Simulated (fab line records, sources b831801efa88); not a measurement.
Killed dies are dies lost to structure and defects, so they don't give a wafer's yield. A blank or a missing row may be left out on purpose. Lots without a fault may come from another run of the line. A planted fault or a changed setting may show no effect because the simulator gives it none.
fab line records | flow sky130
record lots=13 wafers=39 last_day=50
route steps=708 shown FIELD_ISO@3 DNWELL@43 NWELL@67 VT_ADJUST_LVTN@118
lots that met no fault: from a run of the same line without faults
start_h: hours from the record's first day to the start of the lot's first wafer shown | wait_h: hours since the lot's step before | " the same as in the row above | L1.1+2: a row that stands for several wafers | - no value, or no start given | * or withheld: withheld | < > ~ a bound
route shown NAME@n: a module of which the file shows steps, and the number in the route of the first | usual: mean/standard deviation of fault-free wafers | same: alike in all rows | chamber/n: place in a boat | sites: the reading at each site | _std_site: their standard deviation | _edge_site: outer sites' mean less inner sites' | radius_mm: how far each site lies from the wafer's centre | mask NAME#n: copy n | behind: the tool/chamber that last shaped the wafer | hold: why the lot was held/for how many hours/how that ended | device: the transistor (n, p or np) that didn't switch | end of line: the same wafers' tests at the end of the route | a step without rows: its recipe alone | killed: dies lost to structure and defects at the first sort, not the wafer's yield | map: a wafer's dies, x killed, . not, _ none there
set.NAME: the setting as run; set.NAME@STEP: as run at that earlier step | model.NAME: the simulator's own value behind a step, which no gauge read
steps of the route over a sample of lots; a table a step, a row a wafer
services: from which hour (start_h, from the record's first day; less than 0 if before it) a tool's chamber was out of use, for how many hours, and why
## steps
# step SKY_FIELD_ISO_THK_MEAS_02
# recipe reads=SiO2_of_FIELD_ISO_OXIDATION_01
# usual FIELD_ISO_OXIDATION_00_THK=11.97/0.27
# columns lot.wafer tool chamber start_h wait_h FIELD_ISO_OXIDATION_00_THK[nm]
L201.2 film_metro-04 - 11.64 0.0 12.39
L201.4 " - " " 12.19
L201.5 " - " " 12.33
L202.2 film_metro-03 - 16.96 0.0 11.48
L202.5 " - " " 11.32
L202.6 " - " " 11.37
L203.2 film_metro-01 - 21.64 0.0 12.03
L203.4 " - " " 12.04
L203.5 " - " " 11.95
L204.2 film_metro-01 - 27.32 0.0 11.99
L204.3 " - " " 11.99
L204.5 " - " " 11.86
L205.2 film_metro-03 - 32.76 0.0 12.02
L205.4 " - " " 11.90
L205.6 " - " " 12.03
L207.1 film_metro-01 - 42.42 0.0 12.38
L207.2 " - " " 12.31
L207.5 " - " " 12.09
L208.1 film_metro-01 - 46.88 0.0 12.23
L208.2 " - " " 12.15
L208.6 " - " " 12.22
L209.1 film_metro-03 - 52.24 0.0 11.63
L209.4 " - " " 11.61
L209.6 " - " " 11.72
L210.4 film_metro-03 - 56.81 0.0 11.95
L210.5 " - " " 11.89
L210.6 " - " " 12.03
L211.2 film_metro-04 - 61.64 0.0 12.39
L211.5 " - " " 12.23
L211.6 " - " " 12.50
L216.1 film_metro-04 - 89.29 0.0 11.76
L216.2 " - " " 11.55
L216.6 " - " " 11.84
L222.3 film_metro-01 - 116.65 0.0 11.86
L222.4 " - " " 11.53
L222.5 " - " " 11.52
L223.2 film_metro-03 - 122.48 0.0 12.11
L223.3 " - " " 12.12
L223.4 " - " " 11.84
# step SKY_DNWELL_STRIP_08
# recipe chemistry=O2/N2 power_w=1400 pressure_mtorr=1500 platen_temp_c=withheld o2_flow_sccm=3000 n2_flow_sccm=300 overash_fraction=0.5
# usual drypump_motor_current_A=5.6/0.54 oes_product_au=0.722/0.0039 strip_time_to_endpoint_s=36.88/0.084
# columns lot.wafer tool chamber start_h wait_h drypump_motor_current_A oes_product_au rf_hours_counter_h strip_time_to_endpoint_s
L201.2 plasma_asher-01 1 54.78 0.1 5.0 0.726 38 36.82
L201.4 " 0 " " 6.4 0.715 - 36.71
L201.5 " 1 " " 5.0 0.721 - 36.79
L202.2 plasma_asher-01 0 60.20 0.1 6.4 0.714 39 36.98
L202.5 " 1 " " 5.0 0.723 - 37.02
L202.6 " 0 " " 6.4 0.718 - 37.06
L203.2 plasma_asher-03 1 62.85 0.1 5.6 0.718 37 37.03
L203.4 " 1 " " 5.6 0.718 - 36.80
L203.5 " 0 " " 5.9 0.727 - 36.88
L204.2 plasma_asher-01 0 67.64 0.1 6.4 0.726 40 36.98
L204.3 " 0 " " 6.4 0.721 - 36.86
L204.5 " 1 " " 5.0 0.716 - 36.87
L205.2 plasma_asher-04 0 74.40 0.1 5.8 0.716 27 36.99
L205.4 " 0 " " 5.9 0.721 - 36.97
L205.6 " 1 " " 4.9 0.720 - 37.00
L207.1 plasma_asher-01 0 83.59 0.1 6.4 0.720 41 36.91
L207.2 " 1 " " 5.0 0.727 41 36.84
L207.5 " 1 " " 5.0 0.718 - 36.93
L208.1 plasma_asher-01 1 89.03 0.1 5.0 0.721 42 36.86
L208.2 " 0 " " 6.4 0.732 42 36.91
L208.6 " 1 " " 5.0 0.722 - 36.93
L209.1 plasma_asher-03 1 96.18 0.1 5.6 0.725 39 36.89
L209.4 " 0 " " 5.9 0.720 - 36.96
L209.6 " 1 " " 5.6 0.722 - 36.94
L210.4 plasma_asher-04 0 105.38 0.1 5.9 0.718 - 36.81
L210.5 " 1 " " 5.0 0.719 - 36.89
L210.6 " 0 " " 5.9 0.723 - 36.90
L211.2 plasma_asher-04 0 114.70 0.1 5.9 0.720 31 36.70
L211.5 " 0 " " 5.9 0.716 - 36.83
L211.6 " 1 " " 5.0 0.721 - 36.85
L216.1 plasma_asher-03 0 138.33 0.1 5.9 0.723 2 36.90
L216.2 " 1 " " 5.7 0.722 2 36.88
L216.6 " 1 " " 5.6 0.718 - 36.92
L222.3 plasma_asher-04 0 164.93 0.1 5.9 0.727 - 37.01
L222.4 " 1 " " 5.0 0.725 - 36.85
L222.5 " 0 " " 5.9 0.716 - 36.94
L223.2 plasma_asher-04 1 173.40 0.1 5.0 0.720 37 36.94
L223.3 " 1 " " 4.9 0.723 - 36.93
L223.4 " 0 " " 5.9 0.721 - 36.95
# step SKY_NWELL_STRIP_14
# recipe chemistry=O2/N2 power_w=1400 pressure_mtorr=1500 platen_temp_c=withheld o2_flow_sccm=3000 n2_flow_sccm=300 overash_fraction=0.5
# usual drypump_motor_current_A=5.8/0.49 oes_product_au=0.723/0.0044 strip_time_to_endpoint_s=36.86/0.076
# columns lot.wafer tool chamber start_h wait_h drypump_motor_current_A oes_product_au rf_hours_counter_h strip_time_to_endpoint_s
L201.2 plasma_asher-02 1 89.42 0.1 5.4 0.719 40 36.80
L201.4 " 0 " " 6.3 0.732 - 36.88
L201.5 " 1 " " 5.4 0.726 - 36.86
L202.2 plasma_asher-03 0 93.97 0.1 5.9 0.723 38 36.84
L202.5 " 1 " " 5.7 0.726 - 36.91
L202.6 " 0 " " 5.9 0.725 - 36.84
L203.2 plasma_asher-02 0 96.32 0.1 6.3 0.716 41 36.86
L203.4 " 0 " " 6.3 0.726 - 36.84
L203.5 " 0 " " 6.3 0.722 - 36.75
L204.2 plasma_asher-02 1 101.40 0.1 5.4 0.720 41 36.82
L204.3 " 0 " " 6.3 0.721 - 36.78
L204.5 " 0 " " 6.3 0.726 - 36.76
L205.2 plasma_asher-01 0 108.97 0.1 6.4 0.719 44 36.74
L205.4 " 1 " " 5.0 0.724 - 36.78
L205.6 " 0 " " 6.4 0.717 - 36.77
L207.1 plasma_asher-03 0 118.70 0.1 5.9 0.724 0 36.94
L207.2 " 1 " " 5.7 0.725 0 37.08
L207.5 " 0 " " 5.9 0.723 - 36.95
L208.1 plasma_asher-01 0 124.29 0.1 6.4 0.722 46 36.97
L208.2 " 1 " " 5.0 0.719 46 36.93
L208.6 " 1 " " 5.0 0.720 - 36.90
L209.1 plasma_asher-01 1 131.72 0.1 5.0 0.726 46 36.87
L209.4 " 1 " " 5.0 0.732 - 36.84
L209.6 " 1 " " 5.0 0.725 - 36.93
L210.4 plasma_asher-01 1 142.11 0.1 5.0 0.725 - 36.86
L210.5 " 0 " " 6.4 0.721 - 36.87
L210.6 " 1 " " 5.0 0.723 - 36.86
L211.2 plasma_asher-03 0 152.94 0.1 5.9 0.723 4 37.02
L211.5 " 1 " " 5.6 0.720 - 36.93
L211.6 " 0 " " 5.9 0.718 - 36.94
L216.1 plasma_asher-01 1 178.29 0.1 5.0 0.922 51 -
L216.2 " 0 " " 6.4 0.920 51 -
L216.6 " 0 " " 6.4 0.921 - -
L222.3 plasma_asher-02 1 208.06 0.1 5.4 0.727 - 36.63
L222.4 " 0 " " 6.3 0.721 - 36.70
L222.5 " 1 " " 5.5 0.725 - 36.71
L223.2 plasma_asher-03 1 216.07 0.1 5.7 0.719 10 36.82
L223.3 " 1 " " 5.7 0.723 - 36.88
L223.4 " 0 " " 5.9 0.719 - 36.80
# step SKY_NWELL_STRIP_25
# recipe chemistry=O2/N2 power_w=1400 pressure_mtorr=1500 platen_temp_c=withheld o2_flow_sccm=3000 n2_flow_sccm=300 overash_fraction=0.5
# usual drypump_motor_current_A=5.8/0.49 oes_product_au=0.722/0.0044 strip_time_to_endpoint_s=36.90/0.091
# columns lot.wafer tool chamber start_h wait_h drypump_motor_current_A oes_product_au rf_hours_counter_h strip_time_to_endpoint_s
L201.2 plasma_asher-01 1 106.25 0.1 5.0 0.723 44 36.82
L201.4 " 0 " " 6.4 0.719 - 36.75
L201.5 " 1 " " 5.0 0.715 - 36.77
L202.2 plasma_asher-01 0 110.70 0.1 6.4 0.717 44 36.93
L202.5 " 0 " " 6.4 0.724 - 36.89
L202.6 " 1 " " 5.0 0.718 - 36.94
L203.2 plasma_asher-01 1 114.02 0.1 5.0 0.718 45 36.84
L203.4 " 1 " " 5.0 0.727 - 36.99
L203.5 " 0 " " 6.4 0.723 - 37.01
L204.2 plasma_asher-01 0 120.22 0.1 6.4 0.724 45 36.80
L204.3 " 0 " " 6.4 0.724 - 36.81
L204.5 " 0 " " 6.4 0.724 - 36.87
L205.2 plasma_asher-03 1 127.57 0.1 5.6 0.728 1 36.85
L205.4 " 0 " " 5.9 0.725 - 36.90
L205.6 " 1 " " 5.6 0.727 - 36.87
L207.1 plasma_asher-03 0 137.72 0.1 5.9 0.718 2 36.89
L207.2 " 1 " " 5.6 0.725 2 36.87
L207.5 " 1 " " 5.7 0.713 - 36.94
L208.1 plasma_asher-01 0 143.62 0.1 6.4 0.725 48 36.78
L208.2 " 1 " " 5.0 0.718 48 36.86
L208.6 " 0 " " 6.4 0.712 - 36.87
L209.1 plasma_asher-01 1 151.04 0.1 5.0 0.720 48 36.91
L209.4 " 0 " " 6.4 0.725 - 37.09
L209.6 " 1 " " 5.0 0.721 - 36.93
L210.4 plasma_asher-01 0 162.03 0.1 6.4 0.716 - 36.95
L210.5 " 1 " " 5.0 0.724 - 36.91
L210.6 " 0 " " 6.4 0.719 - 36.93
L211.2 plasma_asher-02 0 173.32 0.1 6.3 0.726 49 36.92
L211.5 " 1 " " 5.4 0.726 - 37.06
L211.6 " 0 " " 6.3 0.721 - 37.00
L216.1 plasma_asher-02 0 199.79 0.1 6.3 0.726 51 63.03
L216.2 " 1 " " 5.5 0.728 51 63.10
L216.6 " 0 " " 6.3 0.728 - 63.01
L222.3 plasma_asher-03 0 231.05 0.1 5.9 0.723 - 36.80
L222.4 " 1 " " 5.6 0.734 - 36.77
L222.5 " 0 " " 5.9 0.727 - 36.79
L223.2 plasma_asher-03 0 239.04 0.1 5.9 0.726 12 36.96
L223.3 " 0 " " 5.9 0.723 - 36.88
L223.4 " 1 " " 5.6 0.726 - 36.84
# step SKY_NWELL_TW_MEAS_26
# usual NWELL_2_TW=493.5/2.3
# columns lot.wafer tool chamber start_h wait_h NWELL_2_TW
L201.2 film_metro-02 - 106.35 0.1 493.1
L201.4 " - " " 496.2
L201.5 " - " " 496.0
L202.2 film_metro-03 - 110.81 0.1 492.1
L202.5 " - " " 492.1
L202.6 " - " " 493.8
L203.2 film_metro-03 - 114.13 0.1 494.0
L203.4 " - " " 489.0
L203.5 " - " " 490.2
L204.2 film_metro-03 - 120.33 0.1 489.7
L204.3 " - " " 495.1
L204.5 " - " " 492.9
L205.2 film_metro-02 - 127.68 0.1 492.8
L205.4 " - " " 493.9
L205.6 " - " " 492.8
L207.1 film_metro-02 - 137.82 0.1 494.6
L207.2 " - " " 491.2
L207.5 " - " " 492.8
L208.1 film_metro-04 - 143.72 0.1 495.7
L208.2 " - " " 494.8
L208.6 " - " " 498.0
L209.1 film_metro-03 - 151.14 0.1 492.7
L209.4 " - " " 492.2
L209.6 " - " " 493.1
L210.4 film_metro-04 - 162.12 0.1 492.5
L210.5 " - " " 490.3
L210.6 " - " " 491.2
L211.2 film_metro-03 - 173.43 0.1 493.8
L211.5 " - " " 497.4
L211.6 " - " " 492.9
L216.1 film_metro-03 - 199.89 0.1 30.2
L216.2 " - " " 29.9
L216.6 " - " " 30.1
L222.3 film_metro-02 - 231.14 0.1 496.9
L222.4 " - " " 494.4
L222.5 " - " " 495.6
L223.2 film_metro-04 - 239.15 0.1 493.4
L223.3 " - " " 493.0
L223.4 " - " " 492.7
# step SKY_VT_ADJUST_LVTN_TW_MEAS_21
# usual VT_ADJUST_LVTN_2_TW=187.6/1.2
# columns lot.wafer tool chamber start_h wait_h VT_ADJUST_LVTN_2_TW
L201.2 film_metro-02 - 163.73 0.1 187.4
L201.4 " - " " 188.0
L201.5 " - " " 189.3
L202.2 film_metro-02 - 169.73 0.1 188.4
L202.5 " - " " 189.1
L202.6 " - " " 189.2
L203.2 film_metro-03 - 171.59 0.1 188.7
L203.4 " - " " 188.9
L203.5 " - " " 189.1
L204.2 film_metro-02 - 180.64 0.1 187.7
L204.3 " - " " 186.9
L204.5 " - " " 187.2
L205.2 film_metro-01 - 188.33 0.1 186.7
L205.4 " - " " 187.5
L205.6 " - " " 187.0
L207.1 film_metro-03 - 198.92 0.1 187.7
L207.2 " - " " 188.7
L207.5 " - " " 189.2
L208.1 film_metro-02 - 207.17 0.1 188.3
L208.2 " - " " 188.2
L208.6 " - " " 188.3
L209.1 film_metro-01 - 214.52 0.1 186.2
L209.4 " - " " 185.8
L209.6 " - " " 184.7
L210.4 film_metro-01 - 227.00 0.1 185.0
L210.5 " - " " 185.5
L210.6 " - " " 185.3
L211.2 film_metro-01 - 241.09 0.1 186.6
L211.5 " - " " 186.5
L211.6 " - " " 186.1
L216.1 film_metro-02 - 270.11 0.1 188.1
L216.2 " - " " 188.2
L216.6 " - " " 188.3
L222.3 film_metro-02 - 305.10 0.1 188.3
L222.4 " - " " 188.6
L222.5 " - " " 188.4
L223.2 film_metro-02 - 314.47 0.1 188.2
L223.3 " - " " 189.0
L223.4 " - " " 188.1
## services
# columns tool chamber start_h hours kind
plasma_asher-03 - 38.76 0.8 repair
plasma_asher-03 - 65.53 11.5 repair
plasma_asher-03 - 108.75 9.0 pm
plasma_asher-03 0 108.75 9.0 vent_cycle
plasma_asher-03 1 108.75 9.0 vent_cycle
plasma_asher-03 0 117.75 - clean
plasma_asher-03 1 117.75 - clean
plasma_asher-01 - 228.18 14.6 pm
## key
first_sign step=SKY_NWELL_STRIP_14 reading=oes_product_au direction=up sigmas=45 usual=0.723 struck=0.921
effect step=SKY_NWELL_STRIP_25 reading=strip_time_to_endpoint_s direction=up sigmas=99+ usual=* struck=*
effect step=SKY_NWELL_TW_MEAS_26 reading=NWELL_2_TW direction=down sigmas=99+ usual=493.5 struck=30.1
met_at SKY_NWELL_STRIP_14
struck_lots L216
sort_left_out L216.1,L216.2,L216.6
tester_left_out L216
not_acting_at SKY_FIELD_ISO_THK_MEAS_02,SKY_DNWELL_STRIP_08,SKY_VT_ADJUST_LVTN_TW_MEAS_21
onset_between 142.11 178.29
fault kind=strip_aborted tool=plasma_asher-01 chamber=- onset_h=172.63 steps=SKY_NWELL_STRIP_14 offset=0.8079 end_h=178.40
# tester_left_out: of these lots the tester's yield and bins aren't shown, on N5 and GAA mostly nor the transistor test; their killed dies are dies lost to structure and defects alone, not to doping, threshold or leakage, so they don't give the yield
# sort_left_out: the simulated sort isn't trusted on such a fault, so these wafers' sort isn't shown, and their yield isn't known
